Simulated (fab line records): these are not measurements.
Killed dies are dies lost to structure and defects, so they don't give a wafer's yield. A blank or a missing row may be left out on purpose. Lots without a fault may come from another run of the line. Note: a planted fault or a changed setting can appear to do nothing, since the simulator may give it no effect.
fab line records	flow sky130
record lots=10	wafers=30	last_day=50
route steps=708 shown PWDE@54 VT_ADJUST_LVTN@115 VT_ADJUST_NCORE@123 VT_ADJUST_HVTR@141 PAD_OPEN@708
lots with no fault: from the same line, run without faults
start_h: start of the lot's first displayed wafer, in hours after the record's first day	wait_h: hours since the lot's step before	" same as the row above	L1.1+2: several wafers, shown together as one row	- no value, or no start was given	* or withheld: withheld	< > ~ a bound
route shown NAME@n: a module of which the file shows steps, and the number in the route of the first	usual: average and standard deviation across the fault-free wafers	same: alike in all rows	chamber/n: place in a boat	sites: readings site by site	_std_site: standard deviation across them	_edge_site: the outer-site mean with the inner-site mean subtracted	radius_mm: how far each site lies from the wafer's centre	mask NAME#n: copy n	behind: the most recent tool/chamber to have shaped the wafer	hold: reason for holding the lot/hours on hold/outcome of the hold	device: whichever transistor did not switch (one of n, p or np)	end of line: at the end of the route, the tests of the same wafers	a step without rows: its recipe alone	killed: dies lost to structure and defects at the first sort, not the wafer's yield	map: shows each die of a wafer: x if killed, . if not, _ if none is there
set.NAME: the run value of the setting; set.NAME@STEP: its run value at that earlier step	model.NAME: the simulator's own value behind a step, which no gauge read
one table for each step of the route and one row for each wafer, over a sample of lots
services: a tool's chamber out of use, with start hour (start_h, from the record's first day; less than 0 if before it), hours out, and reason
## steps
# step SKY_PWDE_STRIP_09
# recipe chemistry=O2/N2	power_w=1400	pressure_mtorr=1500	platen_temp_c=withheld	o2_flow_sccm=3000	n2_flow_sccm=300	overash_fraction=0.5
# usual drypump_motor_current_A=5.9/0.36	oes_product_au=0.723/0.0049	strip_time_to_endpoint_s=36.94/0.12
lot.wafer	tool	chamber	start_h	wait_h	drypump_motor_current_A	oes_product_au	rf_hours_counter_h	strip_time_to_endpoint_s
L240.2	plasma_asher-01	1	84.28	0.1	6.2	0.715	41	36.89
L240.4	"	0	"	"	5.4	0.728	-	36.89
L240.6	"	1	"	"	6.2	0.724	-	36.89
L241.2	plasma_asher-01	0	93.23	0.1	5.4	0.725	41	36.80
L241.5	"	1	"	"	6.2	0.725	-	36.86
L241.6	"	0	"	"	5.4	0.728	-	36.90
L242.1	plasma_asher-04	1	96.06	0.1	5.5	0.729	39	36.78
L242.3	"	1	"	"	5.6	0.723	-	36.88
L242.6	"	0	"	"	6.2	0.716	-	36.86
L246.1	plasma_asher-01	1	117.76	0.1	6.2	0.720	0	36.92
L246.3	"	0	"	"	5.4	0.723	-	36.88
L246.4	"	1	"	"	6.2	0.723	-	36.85
L247.1	plasma_asher-03	1	129.03	0.1	5.9	0.723	43	37.06
L247.3	"	0	"	"	6.3	0.725	-	36.88
L247.5	"	0	"	"	6.3	0.721	-	36.97
L248.3	plasma_asher-01	1	138.90	0.1	6.2	0.723	-	36.93
L248.4	"	0	"	"	5.4	0.718	-	36.88
L248.6	"	0	"	"	5.4	0.728	-	36.83
L249.1	plasma_asher-03	1	145.71	0.1	5.9	0.723	45	36.70
L249.2	"	0	"	"	6.3	0.725	45	36.65
L249.5	"	1	"	"	5.9	0.727	-	36.72
L256.1	plasma_asher-01	0	177.93	0.1	5.4	0.730	6	37.04
L256.4	"	0	"	"	5.4	0.727	-	36.99
L256.5	"	1	"	"	6.2	0.721	-	37.05
L259.1	plasma_asher-01	1	196.96	0.1	6.2	0.723	8	37.07
L259.2	"	0	"	"	5.4	0.730	8	36.84
L259.3	"	0	"	"	5.4	0.723	-	37.06
L260.2	plasma_asher-03	0	197.28	0.1	6.3	0.720	50	36.90
L260.4	"	0	"	"	6.3	0.722	-	36.89
L260.5	"	0	"	"	6.3	0.722	-	36.87
# step SKY_VT_ADJUST_LVTN_OVL_MEAS_18
# usual VT_ADJUST_LVTN_01_OVL=0.1/1.2
lot.wafer	tool	chamber	start_h	wait_h	VT_ADJUST_LVTN_01_OVL[nm]
L240.2	overlay-01	-	181.28	0.1	-0.7
L240.4	"	-	"	"	-1.8
L240.6	"	-	"	"	0.4
L241.2	overlay-02	-	191.40	0.1	-2.2
L241.5	"	-	"	"	-0.7
L241.6	"	-	"	"	-0.1
L242.1	overlay-02	-	194.49	0.1	-1.7
L242.3	"	-	"	"	-0.2
L242.6	"	-	"	"	-1.7
L246.1	overlay-02	-	221.39	0.1	1.3
L246.3	"	-	"	"	1.2
L246.4	"	-	"	"	1.0
L247.1	overlay-01	-	234.54	0.1	0.6
L247.3	"	-	"	"	0.1
L247.5	"	-	"	"	1.2
L248.3	overlay-01	-	246.50	0.1	-0.6
L248.4	"	-	"	"	-0.8
L248.6	"	-	"	"	-0.3
L249.1	overlay-02	-	255.64	0.1	0.3
L249.2	"	-	"	"	0.4
L249.5	"	-	"	"	0.7
L256.1	overlay-01	-	296.93	0.1	-0.7
L256.4	"	-	"	"	0.7
L256.5	"	-	"	"	0.3
L259.1	overlay-02	-	318.53	0.1	2.3
L259.2	"	-	"	"	1.3
L259.3	"	-	"	"	2.5
L260.2	overlay-02	-	319.18	0.1	1.9
L260.4	"	-	"	"	1.9
L260.5	"	-	"	"	1.5
# step SKY_VT_ADJUST_NCORE_EXPOSE_04
# recipe mask_id=LVTN_COMPLEMENT_THIN	na=0.6	source_shape=conventional	sigma_outer=0.6	polarization=unpolarized	target_cd_nm=380	dose_mj=139
# usual exposure_dose_mJ_cm2=138.98/0.14	stage_vel_mm_s=500.02/0.25
lot.wafer	tool	chamber	start_h	wait_h	mask	exposure_dose_mJ_cm2	stage_vel_mm_s
L240.2	iline_stepper-02	0	193.25	-	LVTN_COMPLEMENT_THIN#0	138.91	499.79
L240.4	"	0	"	"	LVTN_COMPLEMENT_THIN#0	138.81	499.46
L240.6	"	0	"	"	LVTN_COMPLEMENT_THIN#0	138.97	499.88
L241.2	iline_stepper-02	0	202.30	-	LVTN_COMPLEMENT_THIN#0	139.21	499.72
L241.5	"	0	"	"	LVTN_COMPLEMENT_THIN#0	139.32	499.70
L241.6	"	0	"	"	LVTN_COMPLEMENT_THIN#0	139.02	499.71
L242.1	iline_stepper-02	0	205.17	-	LVTN_COMPLEMENT_THIN#0	138.91	500.45
L242.3	"	0	"	"	LVTN_COMPLEMENT_THIN#0	139.00	499.95
L242.6	"	0	"	"	LVTN_COMPLEMENT_THIN#0	139.28	500.44
L246.1	iline_stepper-02	0	233.21	-	LVTN_COMPLEMENT_THIN#0	139.03	500.23
L246.3	"	0	"	"	LVTN_COMPLEMENT_THIN#0	139.19	500.41
L246.4	"	0	"	"	LVTN_COMPLEMENT_THIN#0	139.23	500.19
L247.1	iline_stepper-01	0	246.15	-	LVTN_COMPLEMENT_THIN#0	138.95	500.12
L247.3	"	0	"	"	LVTN_COMPLEMENT_THIN#0	138.96	499.95
L247.5	"	0	"	"	LVTN_COMPLEMENT_THIN#0	138.99	499.74
L248.3	iline_stepper-01	0	259.41	-	LVTN_COMPLEMENT_THIN#0	138.91	499.69
L248.4	"	0	"	"	LVTN_COMPLEMENT_THIN#0	139.16	499.54
L248.6	"	0	"	"	LVTN_COMPLEMENT_THIN#0	138.94	499.92
L249.1	iline_stepper-02	0	267.98	-	HVN_STD_DERIVED#0	138.96	500.01
L249.2	"	0	"	"	HVN_STD_DERIVED#0	138.91	500.65
L249.5	"	0	"	"	HVN_STD_DERIVED#0	139.13	500.14
L256.1	iline_stepper-01	0	310.30	-	LVTN_COMPLEMENT_THIN#0	138.89	499.38
L256.4	"	0	"	"	LVTN_COMPLEMENT_THIN#0	138.88	499.47
L256.5	"	0	"	"	LVTN_COMPLEMENT_THIN#0	138.88	499.59
L259.1	iline_stepper-01	0	331.78	-	LVTN_COMPLEMENT_THIN#0	139.12	499.98
L259.2	"	0	"	"	LVTN_COMPLEMENT_THIN#0	139.29	499.98
L259.3	"	0	"	"	LVTN_COMPLEMENT_THIN#0	139.01	500.45
L260.2	iline_stepper-01	0	332.56	-	LVTN_COMPLEMENT_THIN#0	139.12	500.05
L260.4	"	0	"	"	LVTN_COMPLEMENT_THIN#0	139.09	499.98
L260.5	"	0	"	"	LVTN_COMPLEMENT_THIN#0	139.21	500.25
# step SKY_VT_ADJUST_NCORE_CD_MEAS_07
# recipe target_cd_nm=380
# usual cd_nm=380.2/2.7
lot.wafer	tool	chamber	start_h	wait_h	cd_nm
L240.2	cd_sem-01	-	203.30	0.1	381.1
L240.4	"	-	"	"	378.5
L240.6	"	-	"	"	378.3
L241.2	cd_sem-02	-	213.31	0.1	384.7
L241.5	"	-	"	"	381.6
L241.6	"	-	"	"	382.3
L242.1	cd_sem-02	-	216.24	0.1	377.1
L242.3	"	-	"	"	377.0
L242.6	"	-	"	"	376.5
L246.1	cd_sem-02	-	244.42	0.1	385.6
L246.3	"	-	"	"	383.7
L246.4	"	-	"	"	382.1
L247.1	cd_sem-01	-	258.12	0.1	380.1
L247.3	"	-	"	"	381.2
L247.5	"	-	"	"	380.7
L248.3	cd_sem-01	-	271.28	0.1	379.4
L248.4	"	-	"	"	376.1
L248.6	"	-	"	"	380.6
L249.1	cd_sem-02	-	280.13	0.1	-
L249.2	"	-	"	"	-
L249.5	"	-	"	"	-
L256.1	cd_sem-01	-	322.92	0.1	381.7
L256.4	"	-	"	"	383.9
L256.5	"	-	"	"	385.8
L259.1	cd_sem-02	-	345.23	0.1	380.4
L259.2	"	-	"	"	379.2
L259.3	"	-	"	"	379.1
L260.2	cd_sem-02	-	345.89	0.1	377.3
L260.4	"	-	"	"	374.9
L260.5	"	-	"	"	375.9
# step SKY_VT_ADJUST_NCORE_TW_MEAS_11
# usual VT_ADJUST_NCORE_TW=220.5/1.5
lot.wafer	tool	chamber	start_h	wait_h	VT_ADJUST_NCORE_TW
L240.2	film_metro-04	-	203.69	0.1	221.1
L240.4	"	-	"	"	220.7
L240.6	"	-	"	"	221.3
L241.2	film_metro-04	-	213.72	0.1	222.2
L241.5	"	-	"	"	221.3
L241.6	"	-	"	"	220.3
L242.1	film_metro-01	-	216.65	0.1	219.8
L242.3	"	-	"	"	219.2
L242.6	"	-	"	"	220.2
L246.1	film_metro-02	-	244.83	0.1	220.5
L246.3	"	-	"	"	223.6
L246.4	"	-	"	"	223.0
L247.1	film_metro-02	-	258.53	0.1	221.8
L247.3	"	-	"	"	223.4
L247.5	"	-	"	"	222.9
L248.3	film_metro-02	-	271.67	0.1	221.8
L248.4	"	-	"	"	221.7
L248.6	"	-	"	"	221.9
L249.1	film_metro-01	-	280.53	0.1	29.9
L249.2	"	-	"	"	29.8
L249.5	"	-	"	"	29.9
L256.1	film_metro-04	-	323.33	0.1	221.6
L256.4	"	-	"	"	219.8
L256.5	"	-	"	"	219.0
L259.1	film_metro-02	-	345.63	0.1	221.9
L259.2	"	-	"	"	221.8
L259.3	"	-	"	"	220.2
L260.2	film_metro-01	-	346.29	0.1	218.2
L260.4	"	-	"	"	219.7
L260.5	"	-	"	"	218.8
# step SKY_VT_ADJUST_HVTR_STRIP_10
# recipe chemistry=O2/N2	power_w=1400	pressure_mtorr=1500	platen_temp_c=withheld	o2_flow_sccm=3000	n2_flow_sccm=300	overash_fraction=0.5
# usual drypump_motor_current_A=5.7/0.42	oes_product_au=0.715/0.004	strip_time_to_endpoint_s=14.18/0.037
lot.wafer	tool	chamber	start_h	wait_h	drypump_motor_current_A	oes_product_au	rf_hours_counter_h	strip_time_to_endpoint_s
L240.2	plasma_asher-01	1	225.68	0.1	6.2	0.708	9	14.21
L240.4	"	0	"	"	5.4	0.717	-	14.17
L240.6	"	0	"	"	5.4	0.716	-	14.19
L241.2	plasma_asher-04	0	237.13	0.1	6.2	0.716	53	14.15
L241.5	"	1	"	"	5.5	0.707	-	14.15
L241.6	"	0	"	"	6.2	0.708	-	14.17
L242.1	plasma_asher-04	0	239.70	0.1	6.3	0.715	53	14.10
L242.3	"	1	"	"	5.5	0.714	-	14.15
L242.6	"	1	"	"	5.5	0.715	-	14.14
L246.1	plasma_asher-01	0	269.10	0.1	5.4	0.719	13	14.23
L246.3	"	1	"	"	6.2	0.720	-	14.23
L246.4	"	0	"	"	5.4	0.722	-	14.21
L247.1	plasma_asher-04	1	283.53	0.1	5.6	0.712	57	14.14
L247.3	"	0	"	"	6.2	0.713	-	14.19
L247.5	"	1	"	"	5.5	0.713	-	14.18
L248.3	plasma_asher-01	1	297.86	0.1	6.2	0.722	-	14.19
L248.4	"	0	"	"	5.4	0.719	-	14.14
L248.6	"	1	"	"	6.2	0.715	-	14.16
L249.1	plasma_asher-04	0	306.75	0.1	6.2	0.717	60	14.15
L249.2	"	1	"	"	5.5	0.709	60	14.13
L249.5	"	1	"	"	5.5	0.712	-	14.17
L256.1	plasma_asher-01	1	350.90	0.1	6.2	0.716	21	14.23
L256.4	"	0	"	"	5.4	0.714	-	14.23
L256.5	"	0	"	"	5.4	0.719	-	14.16
L259.1	plasma_asher-01	0	373.45	0.1	5.4	0.709	23	14.19
L259.2	"	1	"	"	6.2	0.720	23	14.17
L259.3	"	1	"	"	6.2	0.710	-	14.15
L260.2	plasma_asher-01	0	374.45	0.1	5.4	0.717	24	14.29
L260.4	"	0	"	"	5.4	0.718	-	14.29
L260.5	"	1	"	"	6.2	0.711	-	14.28
# step SKY_PAD_OPEN_PROBE_99
# usual killed_at_M0_to_M3=43/7.7	killed_at_M4_up=3.4/1.9	killed_at_contacts=25/5.6	killed_at_front_end=14/4.3	killed_at_other=0.2/0.5	killed_dies=86/10	killed_on_rim=17/4.1	killed_open=47/7.2	killed_short=39/6.7
# same gross_dies=492	killed_at_back_side=0
lot.wafer	tool	chamber	start_h	wait_h	killed_at_M0_to_M3	killed_at_M4_up	killed_at_contacts	killed_at_front_end	killed_at_other	killed_dies	killed_on_rim	killed_open	killed_short
L240.2	prober-01	-	1098.19	0.1	39	2	32	15	0	88	13	48	40
L240.4	prober-01	-	1098.29	0.2	40	5	35	15	0	95	16	44	51
L240.6	prober-01	-	1098.39	0.2	51	6	39	13	0	109	20	49	60
L241.2	prober-02	-	1105.40	0.1	47	3	29	10	0	89	14	49	40
L241.5	prober-02	-	1105.55	0.2	34	2	22	15	0	73	13	36	37
L241.6	prober-02	-	1105.60	0.2	49	6	32	12	0	99	24	63	36
L242.1	prober-01	-	1109.11	0.1	46	3	18	11	0	78	16	40	38
L242.3	prober-01	-	1109.21	0.2	44	2	34	11	0	91	13	55	36
L242.6	prober-01	-	1109.36	0.2	35	2	18	8	0	63	6	32	31
L246.1	prober-01	-	1130.86	0.1	58	4	15	21	0	98	24	53	45
L246.3	prober-01	-	1130.96	0.2	38	3	27	17	0	85	13	48	37
L246.4	prober-01	-	1131.01	0.2	43	3	28	27	0	101	24	61	40
L247.1	prober-02	-	1143.14	0.1	41	1	17	15	0	74	10	40	34
L247.3	prober-02	-	1143.24	0.2	40	4	32	16	0	92	17	51	41
L247.5	prober-02	-	1143.34	0.2	37	2	24	8	0	71	10	37	34
L248.3	prober-01	-	1153.31	0.2	35	5	14	7	1	62	11	33	29
L248.4	prober-01	-	1153.36	0.2	39	4	19	13	0	75	12	44	31
L248.6	prober-01	-	1153.46	0.2	30	1	20	14	1	66	14	42	24
L249.1	prober-02	-	1154.39	0.1	39	2	29	422	0	492	96	46	36
L249.2	prober-02	-	1154.44	0.1	43	4	35	410	0	492	96	53	39
L249.5	prober-02	-	1154.59	0.2	48	5	18	421	0	492	96	49	39
L256.1	prober-01	-	1186.26	0.1	33	3	25	8	0	69	18	40	29
L256.4	prober-01	-	1186.41	0.2	39	4	28	22	1	94	24	51	43
L256.5	prober-01	-	1186.46	0.2	34	5	33	15	0	87	17	61	26
L259.1	prober-02	-	1200.41	0.1	38	4	25	18	0	85	19	45	40
L259.2	prober-02	-	1200.46	0.1	30	2	15	20	0	67	18	34	33
L259.3	prober-02	-	1200.51	0.2	46	4	30	12	0	92	17	48	44
L260.2	prober-01	-	1204.00	0.1	34	2	20	14	0	70	16	43	27
L260.4	prober-01	-	1204.10	0.2	38	3	26	19	0	86	14	54	32
L260.5	prober-01	-	1204.15	0.2	47	3	31	13	0	94	18	44	50
# killed by level:class
L240.2 LI_CONTACT:geometric_particle:open=8 CONTACT:geometric_particle:open=8 VIA1:geometric_particle:open=8 VIA2:geometric_particle:open=7 LI_CONTACT:geometric_particle:short=6 VIA1:geometric_particle:short=5 CONTACT:geometric_particle:short=5 VIA3:geometric_particle:open=5
L240.4 LOCAL_INTERCONNECT:geometric_particle:short=9 CONTACT:geometric_particle:open=9 VIA1:geometric_particle:open=8 VIA3:geometric_particle:open=7 CONTACT:geometric_particle:short=7 FIELD_ISO:geometric_particle:open=6 LI_CONTACT:geometric_particle:open=6 METAL1:geometric_particle:short=6
L240.6 CONTACT:geometric_particle:open=14 VIA1:geometric_particle:short=10 FIELD_ISO:geometric_particle:short=9 LI_CONTACT:geometric_particle:open=9 VIA1:geometric_particle:open=8 METAL1:geometric_particle:short=7 METAL2:geometric_particle:short=7 VIA2:geometric_particle:open=6
L241.2 CONTACT:geometric_particle:open=13 VIA3:geometric_particle:open=10 LI_CONTACT:geometric_particle:open=6 VIA2:geometric_particle:short=6 VIA1:geometric_particle:open=5 VIA3:geometric_particle:short=5 VIA1:geometric_particle:short=5 FIELD_ISO:geometric_particle:short=4
L241.5 CONTACT:geometric_particle:open=9 VIA3:geometric_particle:open=9 METAL1:geometric_particle:short=8 CONTACT:geometric_particle:short=6 LOCAL_INTERCONNECT:geometric_particle:short=5 POLY_GATE:geometric_particle:open=4 POLY_GATE:geometric_particle:short=4 FIELD_ISO:geometric_particle:open=3
L241.6 VIA1:geometric_particle:open=22 CONTACT:geometric_particle:open=12 CONTACT:geometric_particle:short=8 LI_CONTACT:geometric_particle:open=6 FIELD_ISO:geometric_particle:open=5 LI_CONTACT:geometric_particle:short=4 VIA2:geometric_particle:short=4 VIA2:geometric_particle:open=4
L242.1 VIA1:geometric_particle:open=9 CONTACT:geometric_particle:open=9 VIA3:geometric_particle:open=8 POLY_GATE:geometric_particle:short=7 VIA2:geometric_particle:open=6 METAL2:geometric_particle:short=5 VIA3:geometric_particle:short=5 LOCAL_INTERCONNECT:geometric_particle:short=4
L242.3 VIA1:geometric_particle:open=13 CONTACT:geometric_particle:open=11 LI_CONTACT:geometric_particle:open=9 VIA1:geometric_particle:short=7 METAL2:geometric_particle:open=6 LOCAL_INTERCONNECT:geometric_particle:short=5 POLY_GATE:geometric_particle:open=4 LI_CONTACT:geometric_particle:short=4
L242.6 VIA1:geometric_particle:open=12 CONTACT:geometric_particle:open=7 LOCAL_INTERCONNECT:geometric_particle:short=5 POLY_GATE:geometric_particle:short=4 METAL1:geometric_particle:short=4 METAL3:geometric_particle:short=4 CONTACT:geometric_particle:short=3 VIA2:geometric_particle:short=3
L246.1 VIA1:geometric_particle:open=19 METAL1:geometric_particle:short=11 VIA3:geometric_particle:open=6 FIELD_ISO:geometric_particle:short=5 POLY_GATE:geometric_particle:short=5 LI_CONTACT:geometric_particle:open=5 METAL2:geometric_particle:short=5 VIA1:geometric_particle:short=5
L246.3 CONTACT:geometric_particle:open=14 VIA1:geometric_particle:open=7 VIA2:geometric_particle:open=7 FIELD_ISO:geometric_particle:short=5 LI_CONTACT:geometric_particle:open=5 VIA3:geometric_particle:open=5 VIA1:geometric_particle:short=5 FIELD_ISO:geometric_particle:open=4
L246.4 VIA1:geometric_particle:open=15 FIELD_ISO:geometric_particle:open=11 CONTACT:geometric_particle:short=7 METAL1:geometric_particle:short=7 LI_CONTACT:geometric_particle:open=6 CONTACT:geometric_particle:open=6 VIA2:geometric_particle:open=6 FIELD_ISO:geometric_particle:short=5
L247.1 VIA1:geometric_particle:open=13 VIA3:geometric_particle:open=5 FIELD_ISO:geometric_particle:open=5 LI_CONTACT:geometric_particle:open=5 LI_CONTACT:geometric_particle:short=5 LOCAL_INTERCONNECT:geometric_particle:short=4 VIA1:geometric_particle:short=4 METAL2:geometric_particle:open=4
L247.3 LI_CONTACT:geometric_particle:open=10 CONTACT:geometric_particle:open=10 VIA1:geometric_particle:open=9 FIELD_ISO:geometric_particle:short=6 VIA1:geometric_particle:short=5 METAL2:geometric_particle:short=5 VIA2:geometric_particle:open=5 LOCAL_INTERCONNECT:geometric_particle:short=4
L247.5 CONTACT:geometric_particle:open=10 VIA2:geometric_particle:open=9 VIA1:geometric_particle:short=6 LI_CONTACT:geometric_particle:open=5 METAL2:geometric_particle:short=5 LI_CONTACT:geometric_particle:short=4 VIA1:geometric_particle:open=4 VIA2:geometric_particle:short=4
L248.3 VIA1:geometric_particle:open=6 VIA3:geometric_particle:open=6 VIA2:geometric_particle:open=6 LI_CONTACT:geometric_particle:open=5 VIA1:geometric_particle:short=5 LOCAL_INTERCONNECT:geometric_particle:short=4 POLY_GATE:geometric_particle:short=3 METAL2:geometric_particle:short=3
L248.4 VIA1:geometric_particle:open=14 VIA1:geometric_particle:short=8 CONTACT:geometric_particle:open=6 VIA3:geometric_particle:open=6 FIELD_ISO:geometric_particle:open=4 FIELD_ISO:geometric_particle:short=4 LI_CONTACT:geometric_particle:open=4 CONTACT:geometric_particle:short=4
L248.6 VIA1:geometric_particle:open=9 LI_CONTACT:geometric_particle:open=8 CONTACT:geometric_particle:open=8 FIELD_ISO:geometric_particle:short=5 METAL1:geometric_particle:short=4 VIA2:geometric_particle:open=4 METAL3:geometric_particle:short=4 POLY_CUT:geometric_particle:open=3
L249.1 VT_ADJUST_NCORE:area_expose=410 CONTACT:geometric_particle:open=11 VIA1:geometric_particle:open=9 LI_CONTACT:geometric_particle:open=8 VIA3:geometric_particle:open=6 METAL2:geometric_particle:short=6 FIELD_ISO:geometric_particle:short=5 VIA2:geometric_particle:open=5
L249.2 VT_ADJUST_NCORE:area_expose=400 VIA1:geometric_particle:open=13 LI_CONTACT:geometric_particle:open=12 CONTACT:geometric_particle:open=9 VIA1:geometric_particle:short=7 CONTACT:geometric_particle:short=6 VIA2:geometric_particle:open=5 LOCAL_INTERCONNECT:geometric_particle:short=4
L249.5 VT_ADJUST_NCORE:area_expose=404 VIA1:geometric_particle:open=11 LI_CONTACT:geometric_particle:open=8 VIA3:geometric_particle:open=8 VIA2:geometric_particle:open=8 CONTACT:geometric_particle:open=6 METAL1:geometric_particle:short=6 FIELD_ISO:geometric_particle:open=4
L256.1 VIA1:geometric_particle:open=8 LI_CONTACT:geometric_particle:open=7 LOCAL_INTERCONNECT:geometric_particle:short=7 CONTACT:geometric_particle:open=6 VIA2:geometric_particle:open=5 VIA2:geometric_particle:short=4 VIA3:geometric_particle:open=4 FIELD_ISO:geometric_particle:short=3
L256.4 CONTACT:geometric_particle:open=12 VIA1:geometric_particle:open=12 CONTACT:geometric_particle:short=9 VIA2:geometric_particle:open=6 VIA3:geometric_particle:open=6 FIELD_ISO:geometric_particle:short=5 POLY_GATE:geometric_particle:open=4 LI_CONTACT:geometric_particle:open=4
L256.5 CONTACT:geometric_particle:open=14 LI_CONTACT:geometric_particle:open=11 VIA1:geometric_particle:open=6 METAL2:geometric_particle:open=5 VIA3:geometric_particle:open=5 FIELD_ISO:geometric_particle:open=4 LOCAL_INTERCONNECT:geometric_particle:short=4 METAL2:geometric_particle:short=4
L259.1 CONTACT:geometric_particle:open=11 LI_CONTACT:geometric_particle:open=7 METAL1:geometric_particle:short=7 VIA1:geometric_particle:open=7 FIELD_ISO:geometric_particle:open=6 METAL2:geometric_particle:short=6 FIELD_ISO:geometric_particle:short=5 POLY_GATE:geometric_particle:short=4
L259.2 VIA3:geometric_particle:open=8 CONTACT:geometric_particle:open=8 METAL1:geometric_particle:short=8 POLY_GATE:geometric_particle:short=7 FIELD_ISO:geometric_particle:short=5 POLY_GATE:geometric_particle:open=4 VIA1:geometric_particle:open=4 LOCAL_INTERCONNECT:geometric_particle:short=3
L259.3 CONTACT:geometric_particle:open=11 LI_CONTACT:geometric_particle:open=9 LOCAL_INTERCONNECT:geometric_particle:short=8 VIA1:geometric_particle:open=7 VIA2:geometric_particle:open=6 VIA3:geometric_particle:short=6 VIA3:geometric_particle:open=6 POLY_GATE:geometric_particle:short=4
L260.2 LI_CONTACT:geometric_particle:open=11 METAL1:geometric_particle:short=7 VIA1:geometric_particle:open=7 VIA2:geometric_particle:open=7 FIELD_ISO:geometric_particle:short=4 FIELD_ISO:geometric_particle:open=3 POLY_GATE:geometric_particle:open=3 CONTACT:geometric_particle:open=3
L260.4 CONTACT:geometric_particle:open=10 LI_CONTACT:geometric_particle:open=9 VIA2:geometric_particle:open=8 VIA3:geometric_particle:open=7 FIELD_ISO:geometric_particle:short=5 VIA1:geometric_particle:open=5 VIA2:geometric_particle:short=3 CONTACT:geometric_particle:short=3
L260.5 VIA3:geometric_particle:open=10 CONTACT:geometric_particle:open=10 METAL1:geometric_particle:short=9 LOCAL_INTERCONNECT:geometric_particle:short=8 VIA1:geometric_particle:short=7 VIA1:geometric_particle:open=7 CONTACT:geometric_particle:short=6 FIELD_ISO:geometric_particle:short=4
## services
tool	chamber	start_h	hours	kind
plasma_asher-03	-	73.73	0.5	repair
iline_stepper-01	-	74.45	0.5	repair
iline_stepper-02	-	87.31	4.4	pm
iline_stepper-02	-	103.11	0.8	pm
plasma_asher-01	-	108.75	9.0	pm
plasma_asher-01	0	108.75	9.0	vent_cycle
plasma_asher-01	1	108.75	9.0	vent_cycle
plasma_asher-01	0	117.75	-	clean
plasma_asher-01	1	117.75	-	clean
iline_stepper-01	-	144.70	9.5	repair
iline_stepper-02	-	154.16	1.7	pm
plasma_asher-04	-	159.48	1.5	repair
iline_stepper-01	-	164.36	1.7	pm
iline_stepper-02	-	188.20	2.1	pm
iline_stepper-02	-	190.29	-	consumable_replace:lamp
plasma_asher-01	-	201.45	14.6	pm
plasma_asher-03	-	289.90	7.0	repair
iline_stepper-01	-	361.39	2.1	pm
iline_stepper-01	-	363.47	-	consumable_replace:lamp
iline_stepper-02	-	372.32	1.7	pm
## key
first_sign step=SKY_VT_ADJUST_NCORE_EXPOSE_04	reading=mask	direction=changed
effect step=SKY_VT_ADJUST_NCORE_CD_MEAS_07	reading=cd_nm	direction=missing
effect step=SKY_VT_ADJUST_NCORE_TW_MEAS_11	reading=VT_ADJUST_NCORE_TW	direction=down	sigmas=99+	usual=220.5	struck=29.9
effect step=SKY_PAD_OPEN_PROBE_99	reading=killed_at_front_end	direction=up	sigmas=93	usual=14	struck=418
more_kills_born_at SKY_VT_ADJUST_NCORE_EXPOSE_04@iline_stepper-02=1214
met_at SKY_VT_ADJUST_NCORE_EXPOSE_04
struck_lots L249
tester_left_out L249
not_acting_at SKY_PWDE_STRIP_09,SKY_VT_ADJUST_LVTN_OVL_MEAS_18,SKY_VT_ADJUST_HVTR_STRIP_10
onset_between 233.21 267.98
fault kind=wrong_mask	tool=any	chamber=-	onset_h=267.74	steps=SKY_VT_ADJUST_NCORE_EXPOSE_04	aux_copy=HVN_STD_DERIVED#0	scope=struck_lots_only
# tester_left_out: of these lots the tester's yield and bins aren't shown, on N5 and GAA mostly nor the transistor test; their killed dies are dies lost to structure and defects alone, not to doping, threshold or leakage, so they don't give the yield
